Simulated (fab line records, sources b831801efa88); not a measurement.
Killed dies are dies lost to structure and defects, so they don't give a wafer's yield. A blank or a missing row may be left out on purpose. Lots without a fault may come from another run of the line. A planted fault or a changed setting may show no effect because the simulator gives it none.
fab line records | flow gf180mcu
record lots=5 wafers=15 last_day=34
route steps=602 shown M4@472 V4@476
lots that met no fault: from a run of the same line without faults
start_h: hours from the record's first day to the start of the lot's first wafer shown | wait_h: hours since the lot's step before | " the same as in the row above | L1.1+2: a row that stands for several wafers | - no value, or no start given | * or withheld: withheld | < > ~ a bound
route shown NAME@n: a module of which the file shows steps, and the number in the route of the first | usual: mean/standard deviation of fault-free wafers | same: alike in all rows | chamber/n: place in a boat | sites: the reading at each site | _std_site: their standard deviation | _edge_site: outer sites' mean less inner sites' | radius_mm: how far each site lies from the wafer's centre | mask NAME#n: copy n | behind: the tool/chamber that last shaped the wafer | hold: why the lot was held/for how many hours/how that ended | device: the transistor (n, p or np) that didn't switch | end of line: the same wafers' tests at the end of the route | a step without rows: its recipe alone | killed: dies lost to structure and defects at the first sort, not the wafer's yield | map: a wafer's dies, x killed, . not, _ none there
set.NAME: the setting as run; set.NAME@STEP: as run at that earlier step | model.NAME: the simulator's own value behind a step, which no gauge read
lots at some steps of the route; a table a step, a row a wafer
services: from which hour (start_h, from the record's first day; less than 0 if before it) a tool's chamber was out of use, for how many hours, and why
## steps
# step GF_M4_METAL_ETCH_16
# recipe chemistry=Cl2/BCl3 mask_material=KrF target_depth_nm=750.8 stop_on=SiO2 pressure_mtorr=8 icp_w=800 bias_w=140 Cl2_flow_sccm=80 bcl3_flow_sccm=40 time_s=125.1
# usual drypump_motor_current_A=5.9/0.42 oes_product_au=0.986/0.0083 throttle_valve_pct=28.234/0.012
# columns lot.wafer tool chamber start_h wait_h drypump_motor_current_A oes_product_au rf_hours_counter_h throttle_valve_pct
L076.1 rie_metal-01 1 549.45 0.0 5.4 0.997 0.5 28.226
L076.3 " 0 " " 6.1 0.988 - 28.247
L076.5 " 1 " " 5.4 0.993 - 28.219
L080.3 rie_metal-01 1 587.45 0.1 5.4 0.994 - 28.216
L080.4 " 0 " " 6.1 0.982 - 28.246
L080.5 " 1 " " 5.4 0.993 - 28.222
L090.4 rie_metal-01 1 680.04 0.1 5.4 1.001 - 28.231
L090.5 " 0 " " 6.1 0.987 - 28.226
L090.6 " 1 " " 5.4 0.995 - 28.218
L093.2 rie_metal-01 0 686.10 0.0 6.1 0.980 6.5 28.231
L093.3 " 1 " " 5.4 0.995 - 28.225
L093.4 " 0 " " 6.1 0.993 - 28.232
L097.2 rie_metal-01 1 706.50 0.0 5.4 0.993 5.5 28.230
L097.3 " 1 " " 5.4 0.992 - 28.225
L097.5 " 1 " " 5.4 0.993 - 28.233
# step GF_M4_STRIP_17
# recipe chemistry=O2/N2 power_w=1400 pressure_mtorr=1500 platen_temp_c=250 o2_flow_sccm=3000 n2_flow_sccm=300 overash_fraction=0.5
# usual drypump_motor_current_A=6.2/0.42 heater_power_w=311/28 oes_product_au=0.540/0.0052 strip_time_to_endpoint_s=7.44/0.059
# columns lot.wafer tool chamber start_h wait_h drypump_motor_current_A heater_power_w oes_product_au rf_hours_counter_h strip_time_to_endpoint_s
L076.1 plasma_asher-02 1 549.58 0.1 5.3 362 0.544 44 7.37
L076.3 " 0 " " 6.1 323 0.533 - 7.47
L076.5 " 0 " " 6.1 332 0.538 - 7.33
L080.3 plasma_asher-03 0 587.57 0.1 6.4 292 0.536 - 7.32
L080.4 " 1 " " 6.6 296 0.544 - 7.46
L080.5 " 1 " " 6.7 304 0.530 - 7.32
L090.4 plasma_asher-02 1 680.16 0.1 5.2 367 0.538 - 7.42
L090.5 " 1 " " 5.3 360 0.545 - 7.47
L090.6 " 0 " " 6.1 323 0.532 - 7.40
L093.2 plasma_asher-03 0 686.23 0.1 6.4 292 0.535 90 7.48
L093.3 " 1 " " 6.6 300 0.536 - 7.38
L093.4 " 0 " " 6.4 293 0.547 - 7.47
L097.2 plasma_asher-02 1 706.63 0.1 5.3 368 0.535 60 7.42
L097.3 " 0 " " 6.1 325 0.539 - 7.43
L097.5 " 0 " " 6.0 330 0.541 - 7.44
# step GF_M4_STRIP_18
# recipe chemistry=post_etch_residue_remover time_s=1200 temp_c=72.5
# columns lot.wafer tool chamber start_h wait_h
L076.1+3+5 wet_bench-01 3 549.68 0.1
L080.3+4+5 wet_bench-04 2 587.63 0.0
L090.4+5+6 wet_bench-02 2 680.23 0.0
L093.2+3+4 wet_bench-04 0 686.33 0.1
L097.2+3+5 wet_bench-02 0 706.73 0.1
# step GF_M4_CLEAN_19
# recipe chemistry=DIW dry=n2_spin
# columns lot.wafer tool chamber start_h wait_h
L076.1+3+5 wet_bench-02 0 550.02 0.0
L080.3+4+5 wet_bench-01 2 587.98 0.0
L090.4+5+6 wet_bench-01 0 680.60 0.0
L093.2+3+4 wet_bench-01 2 686.71 0.0
L097.2+3+5 wet_bench-02 3 707.07 0.0
# step GF_V4_CVD_00
# recipe material=SiO2 target_thk_nm=600 sigma_open_frac=0.3 temp_c=400 time_s=100 sih4_flow_sccm=60 pressure_mtorr=6
# columns lot.wafer tool chamber start_h wait_h
L076.1+3+5 hdpcvd-02 0,1,1 550.13 0.0
L080.3+4+5 hdpcvd-02 2,0,1 588.08 0.0
L090.4+5+6 hdpcvd-01 1,2,0 680.73 0.0
L093.2+3+4 hdpcvd-02 2,0,1 686.80 0.0
L097.2+3+5 hdpcvd-02 1,0,1 707.16 0.0
# step GF_V4_THK_MEAS_01
# recipe reads=SiO2_of_V4_CVD_00
# usual V4_CVD_00_THK=600/8
# columns lot.wafer tool chamber start_h wait_h V4_CVD_00_THK[nm]
L076.1 film_metro-01 - 550.20 0.0 589
L076.3 " - " " 595
L076.5 " - " " 597
L080.3 film_metro-04 - 588.17 0.1 592
L080.4 " - " " 595
L080.5 " - " " 600
L090.4 film_metro-04 - 680.80 0.0 616
L090.5 " - " " 607
L090.6 " - " " 614
L093.2 film_metro-04 - 686.88 0.0 600
L093.3 " - " " 596
L093.4 " - " " 608
L097.2 film_metro-01 - 707.24 0.0 605
L097.3 " - " " 593
L097.5 " - " " 605
# step GF_V4_CVD_02
# recipe material=SiO2 target_thk_nm=850 precursor=TEOS temp_c=400 time_s=94.851 rf_w=600
# usual heater_power_w=644/120
# columns lot.wafer tool chamber start_h wait_h heater_power_w
L076.1 pecvd-01 0 550.26 0.1 865
L076.3 " 1 " " 614
L076.5 " 2 " " 700
L080.3 pecvd-03 2 588.21 0.0 648
L080.4 " 1 " " 549
L080.5 " 2 " " 685
L090.4 pecvd-02 2 680.86 0.1 691
L090.5 " 1 " " 475
L090.6 " 0 " " 759
L093.2 pecvd-01 0 686.93 0.0 978
L093.3 " 2 " " 692
L093.4 " 2 " " 554
L097.2 pecvd-02 1 707.29 0.0 521
L097.3 " 2 " " 716
L097.5 " 0 " " 723
# step GF_V4_THK_MEAS_03
# recipe reads=SiO2_of_V4_CVD_02
# usual V4_CVD_02_THK=846/13
# columns lot.wafer tool chamber start_h wait_h V4_CVD_02_THK[nm]
L076.1 film_metro-02 - 550.33 0.0 837
L076.3 " - " " 833
L076.5 " - " " 855
L080.3 film_metro-02 - 588.30 0.1 843
L080.4 " - " " 843
L080.5 " - " " 852
L090.4 film_metro-02 - 680.92 0.0 837
L090.5 " - " " 839
L090.6 " - " " 847
L093.2 film_metro-04 - 687.01 0.0 832
L093.3 " - " " 825
L093.4 " - " " 846
L097.2 film_metro-04 - 707.37 0.0 856
L097.3 " - " " 835
L097.5 " - " " 859
# step GF_V4_CMP_04
# recipe material=SiO2 down_force_psi=4 platen_rpm=60 pad_velocity_m_s=0.94248
# usual motor_current_A=11.9/1.5 time_to_endpoint_s=79/6.8
# columns lot.wafer tool chamber start_h wait_h motor_current_A time_to_endpoint_s
L076.1 cmp-02 1 550.39 0.1 11.7 74
L076.3 " 2 " " 13.7 77
L076.5 " 1 " " 11.9 79
L080.4 cmp-01 3 588.39 0.1 11.2 72
L080.3 " 1 " " 10.6 75
L080.5 " 2 " " 11.1 84
L090.4 cmp-01 3 680.95 0.0 11.7 75
L090.6 " 3 " " 12.3 77
L090.5 " 0 " " 11.9 81
L093.4 cmp-01 0 687.11 0.1 11.9 82
L093.3 " 1 " " 10.3 70
L093.2 " 2 " " 10.8 78
L097.3 cmp-01 0 707.42 0.0 11.4 87
L097.2 " 1 " " 10.1 87
L097.5 " 1 " " 10.2 89
# step GF_V4_BOW_MEAS_05
# recipe mode=bow
# usual V4_BOW=133/8.6
# columns lot.wafer tool chamber start_h wait_h V4_BOW[um]
L076.1 film_metro-04 - 550.69 0.2 135
L076.3 " - " " 139
L076.5 " - " " 137
L080.3 film_metro-01 - 588.68 0.1 134
L080.4 " - " " 141
L080.5 " - " " 136
L090.4 film_metro-02 - 681.31 0.3 126
L090.5 " - " " 134
L090.6 " - " " 118
L093.2 film_metro-04 - 687.38 0.1 142
L093.3 " - " " 138
L093.4 " - " " 145
L097.2 film_metro-02 - 707.74 0.2 132
L097.3 " - " " 133
L097.5 " - " " 148
# step GF_V4_DEHYDRATE_06
# recipe temp_c=200 time_s=60
# columns lot.wafer tool chamber start_h wait_h
L076.1+3+5 litho_track-02 0 561.29 10.6
L080.3+4+5 litho_track-02 0 598.94 10.2
L090.4+5+6 litho_track-04 0 690.30 9.0
L093.2+3+4 litho_track-03 0 696.29 8.9
L097.2+3+5 litho_track-02 0 716.27 8.5
# step GF_V4_HMDS_07
# recipe prime_time_s=60 prime_temp_c=120
# columns lot.wafer tool chamber start_h wait_h
L076.1+3+5 litho_track-02 0 561.44 0.1
L080.3+4+5 litho_track-02 0 599.09 0.1
L090.4+5+6 litho_track-04 0 690.45 0.1
L093.2+3+4 litho_track-03 0 696.44 0.1
L097.2+3+5 litho_track-02 0 716.42 0.1
# step GF_V4_COAT_08
# recipe resist=BARC temp_c=withheld time_s=withheld spin_rpm=withheld resist_thk_nm=withheld
# columns lot.wafer tool chamber start_h wait_h
L076.1+3+5 litho_track-02 0 561.59 0.1
L080.3+4+5 litho_track-02 0 599.24 0.1
L090.4+5+6 litho_track-04 0 690.60 0.1
L093.2+3+4 litho_track-03 0 696.59 0.1
L097.2+3+5 litho_track-02 0 716.57 0.1
# step GF_V4_COAT_09
# recipe resist=KrF spin_rpm=withheld resist_thk_nm=1000
# columns lot.wafer tool chamber start_h wait_h
L076.1+3+5 litho_track-02 0 - -
L080.3+4+5 litho_track-02 0 - -
L090.4+5+6 litho_track-04 0 - -
L093.2+3+4 litho_track-03 0 - -
L097.2+3+5 litho_track-02 0 - -
# step GF_V4_SOFTBAKE_10
# recipe temp_c=130 time_s=60 resist=KrF
# columns lot.wafer tool chamber start_h wait_h
L076.1+3+5 litho_track-02 0 - -
L080.3+4+5 litho_track-02 0 - -
L090.4+5+6 litho_track-04 0 - -
L093.2+3+4 litho_track-03 0 - -
L097.2+3+5 litho_track-02 0 - -
# step GF_V4_EXPOSE_11
# recipe mask_id=Via4 target_cd_nm=260 na=0.68 source_shape=conventional sigma_outer=0.6 dose_mj=38
# usual exposure_dose_mJ_cm2=37.94/0.049
# columns lot.wafer tool chamber start_h wait_h mask exposure_dose_mJ_cm2
L076.1 krf_scanner-01 0 - - Via4#0 38.01
L076.3 " 0 " " Via4#0 38.01
L076.5 " 0 " " Via4#0 37.99
L080.3 krf_scanner-02 0 - - Via4#0 37.89
L080.4 " 0 " " Via4#0 37.88
L080.5 " 0 " " Via4#0 37.87
L090.4 krf_scanner-01 0 - - Via4#0 37.90
L090.5 " 0 " " Via4#0 37.96
L090.6 " 0 " " Via4#0 37.98
L093.2 krf_scanner-02 0 - - Via4#0 37.91
L093.3 " 0 " " Via4#0 37.87
L093.4 " 0 " " Via4#0 37.92
L097.2 krf_scanner-01 0 - - Via4#0 37.98
L097.3 " 0 " " Via4#0 37.98
L097.5 " 0 " " Via4#0 38.00
# step GF_V4_PEB_12
# recipe peb_temp_c=135 peb_time_s=90 resist=KrF
# columns lot.wafer tool chamber start_h wait_h
L076.1+3+5 litho_track-02 0 - -
L080.3+4+5 litho_track-03 0 - -
L090.4+5+6 litho_track-04 0 - -
L093.2+3+4 litho_track-03 0 - -
L097.2+3+5 litho_track-04 0 - -
# step GF_V4_DEVELOP_13
# recipe develop_time_s=60 resist=KrF dev_temp_c=21
# usual developer_temp_C=21.02/0.12
# columns lot.wafer tool chamber start_h wait_h developer_temp_C
L076.1 litho_track-02 0 572.49 0.2 20.85
L076.3 " 0 " " 20.89
L076.5 " 0 " " 21.09
L080.3 litho_track-03 0 609.61 0.1 21.01
L080.4 " 0 " " 20.97
L080.5 " 0 " " 20.88
L090.4 litho_track-04 0 700.05 0.1 21.20
L090.5 " 0 " " 21.27
L090.6 " 0 " " 21.16
L093.2 litho_track-03 0 706.44 0.2 21.00
L093.3 " 0 " " 21.06
L093.4 " 0 " " 21.14
L097.2 litho_track-04 0 725.25 0.2 20.95
L097.3 " 0 " " 21.01
L097.5 " 0 " " 20.86
# step GF_V4_CD_MEAS_14
# recipe target_cd_nm=260
# usual cd_nm=260.0/1.3
# columns lot.wafer tool chamber start_h wait_h cd_nm
L076.1 cd_sem-02 - 572.64 0.1 259.8
L076.3 " - " " 260.7
L076.5 " - " " 260.1
L080.3 cd_sem-02 - 609.75 0.1 259.0
L080.4 " - " " 258.5
L080.5 " - " " 258.5
L090.4 cd_sem-01 - 700.18 0.1 260.1
L090.5 " - " " 258.3
L090.6 " - " " 260.4
L093.2 cd_sem-01 - 706.58 0.1 259.8
L093.3 " - " " 259.0
L093.4 " - " " 259.1
L097.2 cd_sem-01 - 725.39 0.1 259.4
L097.3 " - " " 260.0
L097.5 " - " " 259.2
# step GF_V4_OVL_MEAS_15
# usual V4_OVL=2/5.3
# columns lot.wafer tool chamber start_h wait_h V4_OVL[nm]
L076.1 overlay-02 - 572.76 0.1 -7
L076.3 " - " " 2
L076.5 " - " " -2
L080.3 overlay-02 - 609.85 0.1 11
L080.4 " - " " 3
L080.5 " - " " 10
L090.4 overlay-02 - 700.26 0.1 8
L090.5 " - " " 11
L090.6 " - " " 1
L093.2 overlay-01 - 706.69 0.1 6
L093.3 " - " " 8
L093.4 " - " " 8
L097.2 overlay-01 - 725.50 0.1 5
L097.3 " - " " 3
L097.5 " - " " 0
# step GF_V4_ETCH_16
# recipe chemistry=N2/H2 target_depth_a=withheld overetch_a=withheld time_s=withheld target=BARC ion_energy_ev=200 source_w=500 bias_w=100 pressure_mtorr=30 n2_flow_sccm=100 h2_flow_sccm=200
# usual drypump_motor_current_A=5.6/0.42 oes_product_au=0.855/0.0047 throttle_valve_pct=13.225/0.0092
# columns lot.wafer tool chamber start_h wait_h drypump_motor_current_A oes_product_au throttle_valve_pct
L076.1 rie_diel-01 0 572.80 0.0 6.2 0.853 13.224
L076.3 " 2 " " 5.4 0.863 13.228
L076.5 " 2 " " 5.4 0.859 13.226
L080.3 rie_diel-02 0 609.87 0.0 4.8 0.850 13.226
L080.4 " 1 " " 5.4 0.848 13.202
L080.5 " 0 " " 4.8 0.850 13.214
L090.4 rie_diel-03 3 700.30 0.0 5.7 0.849 13.224
L090.5 " 1 " " 6.0 0.857 13.217
L090.6 " 2 " " 5.2 0.855 13.232
L093.2 rie_diel-01 1 706.72 0.0 5.5 0.857 13.236
L093.3 " 0 " " 6.3 0.853 13.235
L093.4 " 2 " " 5.4 0.855 13.233
L097.2 rie_diel-02 1 725.53 0.0 5.4 0.856 13.219
L097.3 " 2 " " 5.3 0.856 13.217
L097.5 " 1 " " 5.4 0.848 13.224
# step GF_V4_ETCH_17
# recipe chemistry=C4F8/O2/Ar mask_material=KrF target=SiO2 stop_on=TiN source_w=1500 bias_w=1200 pressure_mtorr=40 c4f8_flow_sccm=withheld O2_flow_sccm=6 Ar_flow_sccm=300 time_s=withheld target_depth_a=6300
# usual oes_product_au=0.856/0.0048
# columns lot.wafer tool chamber start_h wait_h oes_product_au
L076.1 rie_diel-01 0 - - 0.852
L076.3 " 2 " " 0.850
L076.5 " 2 " " 0.852
L080.3 rie_diel-02 0 - - 0.859
L080.4 " 1 " " 0.855
L080.5 " 0 " " 0.865
L090.4 rie_diel-03 3 - - 0.858
L090.5 " 1 " " 0.861
L090.6 " 2 " " 0.851
L093.2 rie_diel-01 1 - - 0.854
L093.3 " 0 " " 0.860
L093.4 " 2 " " 0.855
L097.2 rie_diel-02 1 - - 0.853
L097.3 " 2 " " 0.860
L097.5 " 1 " " 0.853
# step GF_V4_STRIP_18
# recipe chemistry=O2/N2 power_w=1400 pressure_mtorr=1500 platen_temp_c=250 o2_flow_sccm=3000 n2_flow_sccm=300 overash_fraction=0.5
# usual drypump_motor_current_A=5.87/0.3 heater_power_w=338/50 oes_product_au=0.594/0.005
# columns lot.wafer tool chamber start_h wait_h drypump_motor_current_A heater_power_w oes_product_au rf_hours_counter_h
L076.1 plasma_asher-04 1 572.93 - 5.91 294 0.597 15
L076.3 " 0 " " 5.76 428 0.595 -
L076.5 " 0 " " 5.78 436 0.593 -
L080.3 plasma_asher-01 1 610.03 - 6.10 273 0.602 -
L080.4 " 0 " " 6.11 339 0.601 -
L080.5 " 0 " " 6.11 332 0.600 -
L090.4 plasma_asher-01 0 700.44 - 6.12 333 0.589 -
L090.5 " 1 " " 6.11 279 0.581 -
L090.6 " 0 " " 6.11 335 0.595 -
L093.2 plasma_asher-04 1 706.85 - 5.91 291 0.589 30
L093.3 " 1 " " 5.91 285 0.597 -
L093.4 " 0 " " 5.78 407 0.586 -
L097.2 plasma_asher-04 0 725.66 - 5.80 437 0.599 32
L097.3 " 0 " " 5.81 429 0.596 -
L097.5 " 1 " " 5.91 294 0.595 -
# step GF_V4_STRIP_19
# recipe chemistry=post_etch_residue_remover time_s=1200 temp_c=72.5
# columns lot.wafer tool chamber start_h wait_h
L076.1+3+5 wet_bench-03 2 573.03 0.1
L080.3+4+5 wet_bench-01 0 610.10 0.0
L090.4+5+6 wet_bench-02 2 700.51 0.0
L093.2+3+4 wet_bench-01 3 706.95 0.1
L097.2+3+5 wet_bench-02 0 725.76 0.1
# step GF_V4_CLEAN_20
# recipe chemistry=DIW dry=n2_spin
# columns lot.wafer tool chamber start_h wait_h
L076.1+3+5 wet_bench-01 0 573.37 0.0
L080.3+4+5 wet_bench-03 1 610.44 0.0
L090.4+5+6 wet_bench-01 0 700.85 0.0
L093.2+3+4 wet_bench-03 3 707.29 0.0
L097.2+3+5 wet_bench-01 3 726.10 0.0
# step GF_V4_SPUTTER_21
# recipe material=Ti target_thk_nm=15 chamber_pressure_pa=5 power_w=2500 substrate_temp_c=200 time_s=80.02
# usual throttle_valve_pct=30.0/0.94
# columns lot.wafer tool chamber start_h wait_h throttle_valve_pct
L076.1 pvd_sputter-01 - 573.46 0.0 29.7
L076.3 " - " " 30.1
L076.5 " - " " 30.0
L080.3 pvd_sputter-04 - 610.54 0.0 28.7
L080.4 " - " " 29.2
L080.5 " - " " 28.8
L090.4 pvd_sputter-04 - 700.94 0.0 29.4
L090.5 " - " " 28.5
L090.6 " - " " 29.3
L093.2 pvd_sputter-01 - 707.38 0.0 29.8
L093.3 " - " " 30.3
L093.4 " - " " 29.9
L097.2 pvd_sputter-02 - 726.20 0.0 28.5
L097.3 " - " " 29.9
L097.5 " - " " 29.0
## services
# columns tool chamber start_h hours kind
krf_scanner-01 - 527.62 1.3 pm
krf_scanner-01 - 541.17 4.0 pm
plasma_asher-04 - 543.57 1.5 repair
cmp-01 - 550.38 5.1 repair
krf_scanner-01 - 555.04 0.8 pm
cmp-01 - 572.16 4.0 pm
cmp-01 - 588.67 0.7 repair
rie_metal-01 0 604.97 2.3 repair
krf_scanner-01 - 608.42 0.1 repair
krf_scanner-01 - 614.40 2.1 repair
rie_diel-01 1 632.09 8.3 repair
rie_diel-01 3 637.11 8.6 repair
cmp-01 - 643.19 2.5 repair
krf_scanner-01 - 653.47 1.0 pm
rie_metal-01 - 659.09 2.8 pm
rie_diel-01 3 679.61 13.6 repair
rie_diel-01 - 690.39 2.0 repair
rie_diel-02 2 696.12 12.7 repair
rie_diel-01 3 702.94 1.4 repair
hdpcvd-02 - 703.25 0.3 repair
krf_scanner-01 - 703.58 1.3 pm
krf_scanner-01 - 706.46 0.8 pm
wet_bench-02 - 709.62 1.9 pm
cmp-01 - 717.69 5.6 pm
## key
fault none
